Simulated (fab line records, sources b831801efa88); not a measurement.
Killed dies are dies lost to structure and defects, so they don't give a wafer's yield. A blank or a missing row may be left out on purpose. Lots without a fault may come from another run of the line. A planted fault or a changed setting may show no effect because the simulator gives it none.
Tool commonality check | flow sky130 | 13 lots, 39 wafers sampled

WHY IT WAS OPENED
At SKY_GATE_OXIDE_TW_MEAS_14 the reading GATE_OXIDE_TW is flagged on 2 of 13 lots. Wafers without a fault read 223.7, standard deviation 1.7.
Rule: a lot is flagged when every wafer of it that has a number lies more than 4 standard deviations from that mean, or none has a number. The other lots count as sound.

lot  | measured     | on            | GATE_OXIDE_TW, wafer by wafer | flag
L312 | day 13 14:53 | film_metro-02 | 222.1 220.2 221.8             |
L313 | day 14 01:35 | film_metro-04 | 223.6 223.6 223.7             |
L317 | day 15 04:51 | film_metro-01 | 225.5 226.2 225.1             |
L321 | day 17 20:26 | film_metro-01 | 190.4 191.4 191.2             | FLAGGED
L322 | day 18 06:52 | film_metro-01 | 189.7 191.9 191.5             | FLAGGED
L326 | day 19 02:55 | film_metro-04 | 224.2 223.8 221.5             |
L328 | day 20 00:48 | film_metro-02 | 222.3 220.3 221.7             |
L329 | day 20 08:57 | film_metro-04 | 225.7 224.3 224.9             |
L331 | day 20 15:01 | film_metro-02 | 221.9 221.5 221.9             |
L333 | day 21 06:02 | film_metro-01 | 225.5 225.2 223.6             |
L332 | day 21 06:46 | film_metro-02 | 223.6 221.7 222.8             |
L334 | day 21 14:56 | film_metro-04 | 223.3 224.3 223.9             |
L335 | day 21 19:20 | film_metro-01 | 225.1 225.7 225.2             |
The numbers of the flagged lots are 191.0 on average: -32.7 against the usual, or -19 standard deviations.

WHICH TOOL RAN EACH LOT
The record holds 1 process step before the reading, out of a route of 708 steps. In each cell: the tool, then ch and the chambers that the sampled wafers went through, then the start.
lot  | flag    | SKY_GATE_OXIDE_IMPLANT_11
L312 |         | implanter-03 ch 0, day 13 14:32
L313 |         | implanter-01 ch 0, day 14 01:15
L317 |         | implanter-02 ch 0, day 15 04:30
L321 | FLAGGED | implanter-01 ch 0, day 17 20:07
L322 | FLAGGED | implanter-01 ch 0, day 18 06:32
L326 |         | implanter-02 ch 0, day 19 02:35
L328 |         | implanter-02 ch 0, day 20 00:26
L329 |         | implanter-02 ch 0, day 20 08:37
L331 |         | implanter-01 ch 0, day 20 14:41
L333 |         | implanter-01 ch 0, day 21 05:41
L332 |         | implanter-01 ch 0, day 21 06:20
L334 |         | implanter-01 ch 0, day 21 14:35
L335 |         | implanter-02 ch 0, day 21 18:53
What these steps do:
- SKY_GATE_OXIDE_IMPLANT_11
- SKY_GATE_OXIDE_TW_MEAS_14

FLAGGED OVER TOTAL, TOOL BY TOOL (the gauges that took the reading come last)
step                      | tool          | lots run | flagged | share of the flagged lots | sound lots run after its first flagged lot
SKY_GATE_OXIDE_IMPLANT_11 | implanter-01  | 7        | 2       | all                       | 4 (L331,L333,L332,L334)
SKY_GATE_OXIDE_IMPLANT_11 | implanter-02  | 5        | 0       | none                      | -
SKY_GATE_OXIDE_IMPLANT_11 | implanter-03  | 1        | 0       | none                      | -
SKY_GATE_OXIDE_TW_MEAS_14 | film_metro-01 | 5        | 2       | all                       | 2 (L333,L335)
SKY_GATE_OXIDE_TW_MEAS_14 | film_metro-02 | 4        | 0       | none                      | -
SKY_GATE_OXIDE_TW_MEAS_14 | film_metro-04 | 4        | 0       | none                      | -

WHAT THE TABLE ALLOWS
2 rows of the table ran every flagged lot: implanter-01 at SKY_GATE_OXIDE_IMPLANT_11, film_metro-01 at SKY_GATE_OXIDE_TW_MEAS_14.
- implanter-01 at SKY_GATE_OXIDE_IMPLANT_11: 2 of its 7 lots flagged. Sound lots ran on it after the first flagged one (L331, L333, L332, L334), which a lasting fault on the whole tool wouldn't allow. Its own readings lie more than 4 standard deviations out on every wafer of the flagged lots: dose_ions_cm2, faraday_current_uA.
- film_metro-01 at SKY_GATE_OXIDE_TW_MEAS_14: 2 of its 5 lots flagged. Sound lots ran on it after the first flagged one (L333, L335), which a lasting fault on the whole tool wouldn't allow.
No row of the table ran every flagged lot and no sound lot after the first.

WHAT THE SIMULATOR HAD PUT IN
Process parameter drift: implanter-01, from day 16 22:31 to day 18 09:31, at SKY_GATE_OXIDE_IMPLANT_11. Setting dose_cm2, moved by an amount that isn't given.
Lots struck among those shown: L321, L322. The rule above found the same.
